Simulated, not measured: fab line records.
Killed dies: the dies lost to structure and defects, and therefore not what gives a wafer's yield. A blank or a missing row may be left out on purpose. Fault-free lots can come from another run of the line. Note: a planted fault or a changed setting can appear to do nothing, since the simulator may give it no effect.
fab line records	flow sky130
record lots=11	wafers=33	lastDay=50
route steps=708 shown LI_CONTACT@377 METAL1@434 VIA1@478 METAL4@600 PAD_OPEN@708
lots untouched by any fault: they come from a run of this same line in which no faults occurred
startH: hours from the record's opening day to when the first of the lot's shown wafers began	waitH: hours from the lot's prior step to this one	" same as the row above	L1.1+2: a single row standing in for several wafers	- no value, or no start was given	* or withheld: withheld	< > ~ a bound
route shown NAME@n: a module of which the file shows steps, and the number in the route of the first	usual: average and standard deviation across the fault-free wafers	same: alike in all rows	chamber/n: place in a boat	sites: readings site by site	_std_site: the values' standard deviation	_edge_site: inner sites' mean taken away from outer sites' mean	radiusMm: for every site, how far away it sits from the centre of the wafer	mask NAME#n: copy n	behind: the most recent tool/chamber to have shaped the wafer	hold: cause of the lot's hold/its duration in hours/its outcome	device: the transistor (n, p or np) that didn't switch	end of line: tests run on the same wafers once the route is complete	a step given without rows: its recipe and nothing more	killed: at the first sort, the dies lost to defects and structure; wafer yield is something else	map: the dies of a wafer, with x for killed, . for not killed, _ for no die there
set.NAME: the setting as run; set.NAME@STEP: as run at that earlier step	model.NAME: the simulator's own value behind a step, which no gauge read
steps of the route over a sample of lots; a table a step, a row a wafer
services: when a tool's chamber went out of use (startH, in hours from the record's first day, below 0 if earlier), for how many hours, and the reason
## steps
# step SKY_LI_CONTACT_ETCH_15
# recipe target=PSG	chemistry=C4F8/O2/Ar	stopOn=Si	taperDeg=4.15	maskMaterial=KrF-thick	sourceW=1500	biasW=1200	pressureMtorr=40	c4f8FlowSccm=withheld	O2_flow_sccm=6	Ar_flow_sccm=300	timeS=withheld	targetDepthA=6000
# usual chamberPressureMTorr=40.00/0.043	oesProductAu=0.837/0.0049
lot.wafer	tool	chamber	startH	waitH	chamberPressureMTorr	oesProductAu
L318.3	rieDiel-04	0	667.11	0.0	39.96	0.840
L318.4	"	3	"	"	40.00	0.834
L318.5	"	3	"	"	39.91	0.836
L319.1	rieDiel-03	1	668.05	0.0	39.96	0.829
L319.4	"	2	"	"	40.05	0.836
L319.6	"	1	"	"	39.95	0.840
L321.1	rieDiel-02	1	690.26	0.0	39.99	0.831
L321.5	"	2	"	"	39.97	0.839
L321.6	"	1	"	"	39.96	0.831
L324.1	rieDiel-04	1	711.51	0.0	40.07	0.846
L324.3	"	0	"	"	39.97	0.837
L324.5	"	3	"	"	40.00	0.851
L325.2	rieDiel-03	0	723.21	0.0	40.06	0.843
L325.3	"	2	"	"	39.99	0.832
L325.6	"	2	"	"	39.98	0.843
L326.2	rieDiel-03	0	724.96	0.0	40.03	0.846
L326.4	"	2	"	"	40.06	0.833
L326.6	"	1	"	"	40.02	0.840
L327.3	rieDiel-03	2	737.21	0.0	39.93	0.829
L327.5	"	1	"	"	40.03	0.835
L327.6	"	2	"	"	40.02	0.847
L328.2	rieDiel-02	1	743.76	0.0	40.00	0.834
L328.3	"	3	"	"	39.99	0.838
L328.5	"	2	"	"	40.02	0.838
L330.1	rieDiel-03	0	756.01	0.0	40.01	0.840
L330.2	"	3	"	"	39.95	0.849
L330.6	"	2	"	"	40.02	0.830
L336.1	rieDiel-04	2	800.97	0.0	39.98	0.830
L336.4	"	2	"	"	40.01	0.833
L336.5	"	3	"	"	39.99	0.837
L340.1	rieDiel-04	3	834.71	0.0	40.01	0.840
L340.3	"	1	"	"	39.97	0.839
L340.6	"	0	"	"	39.95	0.847
# step SKY_METAL1_SPUTTER_00
# recipe material=Ti	targetThkNm=15	powerW=3000	timeS=10	chamberPressurePa=0.4
# usual throttleValvePct=29.8/1
# same timeS=10
lot.wafer	tool	chamber	startH	waitH	throttleValvePct
L318.3	pvdSputter-03	-	725.86	0.2	29.8
L318.4	"	-	"	"	28.8
L318.5	"	-	"	"	28.7
L319.1	pvdSputter-01	-	726.44	0.1	29.1
L319.4	"	-	"	"	28.6
L319.6	"	-	"	"	29.1
L321.1	pvdSputter-04	-	747.75	0.1	31.1
L321.5	"	-	"	"	30.2
L321.6	"	-	"	"	28.9
L324.1	pvdSputter-03	-	767.98	0.2	28.8
L324.3	"	-	"	"	29.2
L324.5	"	-	"	"	29.0
L325.2	pvdSputter-04	-	778.89	0.2	28.6
L325.3	"	-	"	"	31.1
L325.6	"	-	"	"	30.2
L326.2	pvdSputter-04	-	781.71	0.1	28.7
L326.4	"	-	"	"	31.1
L326.6	"	-	"	"	28.8
L327.3	pvdSputter-03	-	793.61	0.1	29.2
L327.5	"	-	"	"	28.8
L327.6	"	-	"	"	28.9
L328.2	pvdSputter-03	-	801.32	0.2	29.6
L328.3	"	-	"	"	31.2
L328.5	"	-	"	"	28.8
L330.1	pvdSputter-03	-	813.16	0.2	29.2
L330.2	"	-	"	"	31.3
L330.6	"	-	"	"	29.0
L336.1	pvdSputter-04	-	858.00	0.2	28.6
L336.4	"	-	"	"	30.1
L336.5	"	-	"	"	31.1
L340.1	pvdSputter-03	-	891.71	0.1	31.5
L340.3	"	-	"	"	29.9
L340.6	"	-	"	"	31.5
# step SKY_VIA1_SPUTTER_20
# recipe material=TiN	targetThkNm=20	chamberPressurePa=5	powerW=4000	timeS=80
# usual throttleValvePct=29.5/1.4
# same timeS=80
lot.wafer	tool	chamber	startH	waitH	throttleValvePct
L318.3	pvdSputter-01	-	780.77	0.0	28.7
L318.4	"	-	"	"	32.1
L318.5	"	-	"	"	28.6
L319.1	pvdSputter-01	-	781.79	0.0	32.4
L319.4	"	-	"	"	28.4
L319.6	"	-	"	"	32.1
L321.1	pvdSputter-01	-	802.76	0.0	29.0
L321.5	"	-	"	"	32.1
L321.6	"	-	"	"	28.5
L324.1	pvdSputter-02	-	822.65	0.0	28.3
L324.3	"	-	"	"	30.9
L324.5	"	-	"	"	31.1
L325.2	pvdSputter-03	-	833.89	0.0	28.9
L325.3	"	-	"	"	31.6
L325.6	"	-	"	"	29.6
L326.2	pvdSputter-01	-	836.71	0.0	28.6
L326.4	"	-	"	"	31.8
L326.6	"	-	"	"	28.8
L327.3	pvdSputter-02	-	849.71	0.0	28.6
L327.5	"	-	"	"	30.5
L327.6	"	-	"	"	26.9
L328.2	pvdSputter-01	-	856.65	0.0	28.6
L328.3	"	-	"	"	29.0
L328.5	"	-	"	"	29.2
L330.1	pvdSputter-01	-	868.81	0.0	32.2
L330.2	"	-	"	"	28.6
L330.6	"	-	"	"	28.5
L336.1	pvdSputter-02	-	913.25	0.0	30.8
L336.4	"	-	"	"	27.1
L336.5	"	-	"	"	26.7
L340.1	pvdSputter-03	-	947.28	0.0	29.7
L340.3	"	-	"	"	31.5
L340.6	"	-	"	"	29.0
# step SKY_METAL4_SPUTTER_02
# recipe material=AlCu	targetThkNm=735	powerW=10600	timeS=39.1	chamberPressurePa=0.4
# usual throttleValvePct=29.4/1.4
lot.wafer	tool	chamber	startH	waitH	throttleValvePct
L318.3	pvdSputter-01	-	922.57	0.0	28.7
L318.4	"	-	"	"	31.9
L318.5	"	-	"	"	28.5
L319.1	pvdSputter-01	-	923.60	0.0	32.0
L319.4	"	-	"	"	29.0
L319.6	"	-	"	"	32.0
L321.1	pvdSputter-01	-	943.12	0.0	32.0
L321.5	"	-	"	"	31.9
L321.6	"	-	"	"	29.0
L324.1	pvdSputter-01	-	962.37	0.0	29.1
L324.3	"	-	"	"	28.5
L324.5	"	-	"	"	28.8
L325.2	pvdSputter-01	-	975.35	0.0	32.1
L325.3	"	-	"	"	28.6
L325.6	"	-	"	"	28.9
L326.2	pvdSputter-02	-	976.29	0.0	26.8
L326.4	"	-	"	"	28.5
L326.6	"	-	"	"	30.6
L327.3	pvdSputter-01	-	987.87	0.0	32.0
L327.5	"	-	"	"	28.8
L327.6	"	-	"	"	32.2
L328.2	pvdSputter-01	-	994.08	0.0	32.1
L328.3	"	-	"	"	28.9
L328.5	"	-	"	"	28.9
L330.1	pvdSputter-02	-	1005.23	0.0	30.3
L330.2	"	-	"	"	26.7
L330.6	"	-	"	"	27.0
L336.1	pvdSputter-02	-	1041.96	0.0	30.7
L336.4	"	-	"	"	28.4
L336.5	"	-	"	"	28.1
L340.1	pvdSputter-04	-	1069.77	0.0	30.5
L340.3	"	-	"	"	31.1
L340.6	"	-	"	"	31.0
# step SKY_METAL4_METAL_ETCH_18
# recipe targetDepthA=8450	stopOn=SiO2	overEtchFrac=0.3	timeS=183.1	chemistry=Cl2/BCl3	resistSidewallDeg=88	pressureMtorr=10	icpW=900	biasW=48.5	Cl2_flow_sccm=60	bcl3FlowSccm=30
# usual chamberPressureMTorr=10.000/0.01	drypumpMotorCurrentA=5.7/0.49	oesProductAu=0.866/0.0061	throttleValvePct=22.264/0.0085
# same timeS=183.1
lot.wafer	tool	chamber	startH	waitH	chamberPressureMTorr	drypumpMotorCurrentA	oesProductAu	rfHoursCounterH	throttleValvePct
L318.3	rieMetal-01	1	975.44	0.1	10.014	6.4	0.867	-	22.273
L318.4	"	0	"	"	10.016	5.8	0.876	-	22.263
L318.5	"	0	"	"	10.009	5.8	0.871	-	22.261
L319.1	rieMetal-02	1	976.95	0.0	9.990	6.2	0.867	16	22.273
L319.4	"	0	"	"	10.020	5.7	0.877	-	22.275
L319.6	"	1	"	"	10.010	6.2	0.873	-	22.274
L321.1	rieMetal-04	1	994.92	0.0	9.988	5.0	0.867	1	22.275
L321.5	"	1	"	"	9.997	5.0	0.856	-	22.268
L321.6	"	0	"	"	10.013	5.5	0.866	-	22.263
L324.1	rieMetal-04	0	1010.79	0.0	9.994	5.5	0.860	24	22.268
L324.3	"	1	"	"	9.972	5.0	0.865	-	22.264
L324.5	"	1	"	"	10.004	5.0	0.866	-	22.269
L325.2	rieMetal-04	0	1022.49	0.0	9.997	5.5	0.858	24	22.259
L325.3	"	0	"	"	9.983	5.5	0.871	-	22.266
L325.6	"	1	"	"	9.989	5.0	0.867	-	22.267
L326.2	rieMetal-01	1	1024.24	0.0	10.009	6.4	0.863	7	22.257
L326.4	"	1	"	"	9.981	6.4	0.857	-	22.262
L326.6	"	1	"	"	10.012	6.4	0.858	-	22.271
L327.3	rieMetal-04	0	1034.04	0.1	10.004	5.5	0.857	-	22.256
L327.5	"	0	"	"	10.011	5.5	0.862	-	22.256
L327.6	"	0	"	"	10.009	5.5	0.913	-	22.273
L328.2	rieMetal-04	1	1040.54	0.0	10.002	5.0	0.913	3	22.254
L328.3	"	1	"	"	10.007	5.0	0.870	-	22.261
L328.5	"	1	"	"	10.002	5.0	0.877	-	22.261
L330.1	rieMetal-01	1	1051.27	0.0	10.014	6.4	0.858	9	22.277
L330.2	"	0	"	"	10.000	5.8	0.862	20	22.263
L330.6	"	0	"	"	10.002	5.8	0.865	-	22.259
L336.1	rieMetal-04	0	1086.74	0.0	10.013	5.5	0.866	29	22.251
L336.4	"	0	"	"	9.950	5.5	0.868	-	22.253
L336.5	"	1	"	"	9.998	5.0	0.861	-	22.248
L340.1	rieMetal-01	0	1110.75	0.0	10.002	5.8	0.864	24	22.253
L340.3	"	1	"	"	10.004	6.4	0.861	-	22.266
L340.6	"	1	"	"	10.010	6.4	0.864	-	22.260
# step SKY_PAD_OPEN_PROBE_99
# usual defectLimitedYield=82.5/1.9	killed_at_M0_to_M3=42/7.4	killed_at_M4_up=3.4/1.8	killedAtContacts=25/5.4	killedAtFrontEnd=15/4.4	killedAtOther=0.2/0.52	killedDies=86/9.3	killedOpen=47/7.6	killedShort=39/6.5	sort_bin_3_pad_short=0.9/0.46	sort_bin_5_function=10.3/1.5	sort_bin_6_memory=6.3/1.2	sortNPass=406/9.3	sortYieldPct=82.5/1.9
# same grossDies=492	killedAtBackSide=0	sort_bin_4_leakage[%]=0	sort_bin_8_speed[%]=0
lot.wafer	tool	chamber	startH	waitH	defectLimitedYield[%]	killed_at_M0_to_M3	killed_at_M4_up	killedAtContacts	killedAtFrontEnd	killedAtOther	killedDies	killedOpen	killedShort	sort_bin_3_pad_short[%]	sort_bin_5_function[%]	sort_bin_6_memory[%]	sortNPass	sortYieldPct[%]
L324.1	prober-02	-	1101.80	0.1	82.9	40	1	26	17	0	84	47	37	1.0	10.0	6.1	408	82.9
L324.3	prober-02	-	1101.90	0.2	81.9	40	1	28	20	0	89	50	39	0.6	10.6	6.9	403	81.9
L324.5	prober-02	-	1102.00	0.2	83.5	39	3	26	13	0	81	44	37	0.8	9.1	6.5	411	83.5
L327.3	prober-01	-	1123.87	0.2	83.3	43	4	18	17	0	82	50	32	0.2	10.6	5.9	410	83.3
L327.5	prober-01	-	1123.97	0.2	84.1	48	2	13	14	1	78	42	36	0.4	9.1	6.3	414	84.1
L327.6	prober-01	-	1124.02	0.2	80.9	57	1	29	6	1	94	38	56	0.4	11.6	7.1	398	80.9
L328.2	prober-02	-	1128.70	0.1	83.7	45	3	19	12	1	80	41	39	1.2	9.1	5.9	412	83.7
L328.3	prober-02	-	1128.75	0.2	83.1	42	3	24	14	0	83	39	44	1.0	9.6	6.3	409	83.1
L328.5	prober-02	-	1128.85	0.2	84.1	36	5	20	17	0	78	34	44	0.8	9.8	5.3	414	84.1
L340.1	prober-01	-	1188.15	0.1	83.5	33	4	25	19	0	81	36	45	0.2	10.8	5.5	411	83.5
L340.3	prober-01	-	1188.25	0.2	81.9	46	0	27	16	0	89	47	42	0.8	9.8	7.5	403	81.9
L340.6	prober-01	-	1188.40	0.2	80.7	45	0	34	16	0	95	46	49	1.4	11.8	6.1	397	80.7
# killed by level:class
L324.1 CONTACT:geometricParticle:open=15 METAL1:geometricParticle:short=7 METAL2:geometricParticle:short=7 VIA1:geometricParticle:open=6 LI_CONTACT:geometricParticle:open=5 FIELD_ISO:geometricParticle:short=4 VIA3:geometricParticle:open=4 VIA3:geometricParticle:short=4
L324.3 LI_CONTACT:geometricParticle:open=12 VIA1:geometricParticle:open=11 CONTACT:geometricParticle:open=8 METAL2:geometricParticle:short=8 POLY_GATE:geometricParticle:short=6 VIA2:geometricParticle:open=6 FIELD_ISO:geometricParticle:short=5 VIA3:geometricParticle:open=5
L324.5 LI_CONTACT:geometricParticle:open=9 CONTACT:geometricParticle:open=7 VIA1:geometricParticle:open=7 LOCAL_INTERCONNECT:geometricParticle:short=6 METAL1:geometricParticle:short=6 VIA2:geometricParticle:open=6 VIA3:geometricParticle:open=5 FIELD_ISO:geometricParticle:short=4
L327.3 VIA1:geometricParticle:open=11 VIA3:geometricParticle:open=11 POLY_GATE:geometricParticle:open=5 LOCAL_INTERCONNECT:geometricParticle:short=5 METAL1:geometricParticle:short=5 VIA2:geometricParticle:open=5 FIELD_ISO:geometricParticle:open=4 LI_CONTACT:geometricParticle:open=4
L327.5 METAL2:geometricParticle:short=9 VIA1:geometricParticle:open=7 VIA2:geometricParticle:open=7 POLY_GATE:geometricParticle:open=6 CONTACT:geometricParticle:open=5 VIA3:geometricParticle:open=5 LI_CONTACT:geometricParticle:open=4 METAL3:geometricParticle:short=4
L327.6 METAL1:geometricParticle:short=11 CONTACT:geometricParticle:open=11 VIA3:geometricParticle:open=8 METAL2:geometricParticle:short=8 LOCAL_INTERCONNECT:geometricParticle:short=6 VIA2:geometricParticle:open=6 CONTACT:geometricParticle:short=5 VIA1:geometricParticle:short=5
L328.2 VIA1:geometricParticle:open=15 VIA1:geometricParticle:short=7 CONTACT:geometricParticle:short=7 VIA2:geometricParticle:open=7 FIELD_ISO:geometricParticle:short=5 LI_CONTACT:geometricParticle:open=5 METAL2:geometricParticle:short=5 LOCAL_INTERCONNECT:geometricParticle:short=4
L328.3 CONTACT:geometricParticle:open=10 METAL1:geometricParticle:short=9 METAL2:geometricParticle:short=9 VIA1:geometricParticle:open=7 VIA2:geometricParticle:open=7 FIELD_ISO:geometricParticle:short=5 FIELD_ISO:geometricParticle:open=4 LI_CONTACT:geometricParticle:short=4
L328.5 VIA1:geometricParticle:open=8 VIA1:geometricParticle:short=7 CONTACT:geometricParticle:short=6 METAL2:geometricParticle:short=6 POLY_GATE:geometricParticle:short=5 CONTACT:geometricParticle:open=5 LOCAL_INTERCONNECT:geometricParticle:short=4 VIA2:geometricParticle:open=4
L340.1 CONTACT:geometricParticle:short=7 FIELD_ISO:geometricParticle:short=6 LI_CONTACT:geometricParticle:open=6 CONTACT:geometricParticle:open=6 VIA3:geometricParticle:open=6 METAL1:geometricParticle:short=6 METAL2:geometricParticle:short=5 VIA2:geometricParticle:short=4
L340.3 CONTACT:geometricParticle:open=12 VIA1:geometricParticle:open=8 VIA2:geometricParticle:open=7 METAL3:geometricParticle:short=6 POLY_GATE:geometricParticle:short=5 METAL1:geometricParticle:short=5 VIA1:geometricParticle:short=5 VIA3:geometricParticle:open=5
L340.6 CONTACT:geometricParticle:open=12 LI_CONTACT:geometricParticle:open=10 VIA1:geometricParticle:open=9 VIA1:geometricParticle:short=9 LOCAL_INTERCONNECT:geometricParticle:short=6 METAL1:geometricParticle:short=6 METAL2:geometricParticle:short=6 FIELD_ISO:geometricParticle:open=5
## services
tool	chamber	startH	hours	kind
rieDiel-03	2	647.91	5.4	repair
pvdSputter-04	-	654.69	3.1	repair
rieDiel-03	3	670.57	3.2	repair
pvdSputter-02	-	679.99	4.8	repair
rieDiel-03	3	683.70	2.6	repair
pvdSputter-01	-	698.47	2.4	repair
pvdSputter-03	-	716.76	8.5	repair
pvdSputter-01	-	744.92	1.3	repair
pvdSputter-01	-	759.12	6.3	repair
rieMetal-04	-	772.48	0.7	repair
rieMetal-04	1	854.78	7.0	repair
pvdSputter-03	-	875.89	0.6	repair
pvdSputter-03	-	943.49	2.7	repair
pvdSputter-02	-	954.50	1.2	repair
rieMetal-04	1	973.86	20.2	repair
pvdSputter-01	-	1005.80	7.8	repair
pvdSputter-02	-	1015.74	3.4	repair
rieMetal-04	1	1025.74	13.0	repair
pvdSputter-01	-	1026.63	2.4	repair
pvdSputter-03	-	1042.99	2.7	repair
pvdSputter-01	-	1059.60	1.4	repair
pvdSputter-01	-	1067.74	18.6	repair
pvdSputter-02	-	1095.45	3.9	repair
rieMetal-04	0	1108.49	13.5	repair
## key
firstSign step=SKY_METAL4_METAL_ETCH_18	reading=oesProductAu	direction=up	sigmas=7.7	usual=0.866	struck=0.913
effect none on later readings
metAt SKY_METAL4_SPUTTER_02
struckLots L327,L328
struckWafers L327.6,L328.2
notActingAt SKY_LI_CONTACT_ETCH_15,SKY_METAL1_SPUTTER_00,SKY_VIA1_SPUTTER_20
onsetBetween 975.35 987.87
fault kind=processParameterDrift	tool=pvdSputter-01	chamber=-	onsetH=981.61	steps=SKY_METAL4_SPUTTER_02	channel=timeS	offset=*	shape=step	endH=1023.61	scope=struckWafersOnly	actsIn=*	stated=*
